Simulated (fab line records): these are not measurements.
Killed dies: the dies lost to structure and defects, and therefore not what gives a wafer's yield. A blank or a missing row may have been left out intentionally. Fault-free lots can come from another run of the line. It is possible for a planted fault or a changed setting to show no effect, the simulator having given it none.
Matching of chambers || flow sky130 || 4 sister chambers for SKY_VIA2_CMP_24 on cmp-01
The step polishes, stops on SiO2, t overpolish 20 s, target thk 0 nm. 8 wafers are shown with their chamber, then 10 later ones without.

== WAFERS PAIRED WITH THEIR CHAMBERS ==
{"wafer": "L082.5", "chamber": 3, "motorCurrentA (A)": 13.3, "timeToEndpointS (s)": 102}
{"wafer": "L084.2", "chamber": 2, "motorCurrentA (A)": 12.1, "timeToEndpointS (s)": 98}
{"wafer": "L084.5", "chamber": 1, "motorCurrentA (A)": 10.2, "timeToEndpointS (s)": 95}
{"wafer": "L085.1", "chamber": 0, "motorCurrentA (A)": 10.0, "timeToEndpointS (s)": 105}
{"wafer": "L085.3", "chamber": 2, "motorCurrentA (A)": 12.8, "timeToEndpointS (s)": 97}
{"wafer": "L085.6", "chamber": 1, "motorCurrentA (A)": 9.9, "timeToEndpointS (s)": 98}
{"wafer": "L087.2", "chamber": 3, "motorCurrentA (A)": 13.1, "timeToEndpointS (s)": 102}
{"wafer": "L087.3", "chamber": 0, "motorCurrentA (A)": 10.0, "timeToEndpointS (s)": 100}

== WAFERS MISSING THEIR CHAMBER ==
{"wafer": "L087.5", "motorCurrentA (A)": 9.9, "timeToEndpointS (s)": 104}
{"wafer": "L091.1", "motorCurrentA (A)": 12.8, "timeToEndpointS (s)": 95}
{"wafer": "L091.2", "motorCurrentA (A)": 12.8, "timeToEndpointS (s)": 102}
{"wafer": "L091.6", "motorCurrentA (A)": 12.4, "timeToEndpointS (s)": 94}
{"wafer": "L093.2", "motorCurrentA (A)": 13.4, "timeToEndpointS (s)": 99}
{"wafer": "L093.3", "motorCurrentA (A)": 9.8, "timeToEndpointS (s)": 103}
{"wafer": "L093.4", "motorCurrentA (A)": 12.4, "timeToEndpointS (s)": 100}
{"wafer": "L096.1", "motorCurrentA (A)": 13.6, "timeToEndpointS (s)": 97}
{"wafer": "L096.4", "motorCurrentA (A)": 10.0, "timeToEndpointS (s)": 100}
{"wafer": "L096.5", "motorCurrentA (A)": 13.7, "timeToEndpointS (s)": 97}

== CHAMBER TAKEN BY EACH ==
{"wafer": "L087.5", "from the rows above": 0, "in truth": 0}
{"wafer": "L091.1", "from the rows above": "can't be placed: 2 or 3", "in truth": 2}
{"wafer": "L091.2", "from the rows above": "can't be placed: 3 or 2", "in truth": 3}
{"wafer": "L091.6", "from the rows above": 2, "in truth": 2}
{"wafer": "L093.2", "from the rows above": "can't be placed: 3 or 2", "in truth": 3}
{"wafer": "L093.3", "from the rows above": 0, "in truth": 0}
{"wafer": "L093.4", "from the rows above": "can't be placed: 2 or 3", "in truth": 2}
{"wafer": "L096.1", "from the rows above": "can't be placed: 3 or 2", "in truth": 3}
{"wafer": "L096.4", "from the rows above": "can't be placed: 0 or 1", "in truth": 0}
{"wafer": "L096.5", "from the rows above": "can't be placed: 3 or 2", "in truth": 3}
3 of 10 placed correctly. From these rows, 7 cannot be placed; in 7 the true chamber is one of the candidates. 0 placed wrongly.
How it was worked out, from the rows above alone: a wafer's distance from a chamber is the root of the sum, over the readings, of the square of ((its reading less the chamber's mean) divided by the reading's scatter). If the next closest chamber is less than 2 further off than the closest, the wafer can't be placed; otherwise it belongs to the closest. Each chamber's mean is taken over the wafers shown for it. The scatter: take each reading less its chamber's mean, square it, sum over the shown wafers, divide by the number of wafers less the number of chambers, and take the root.
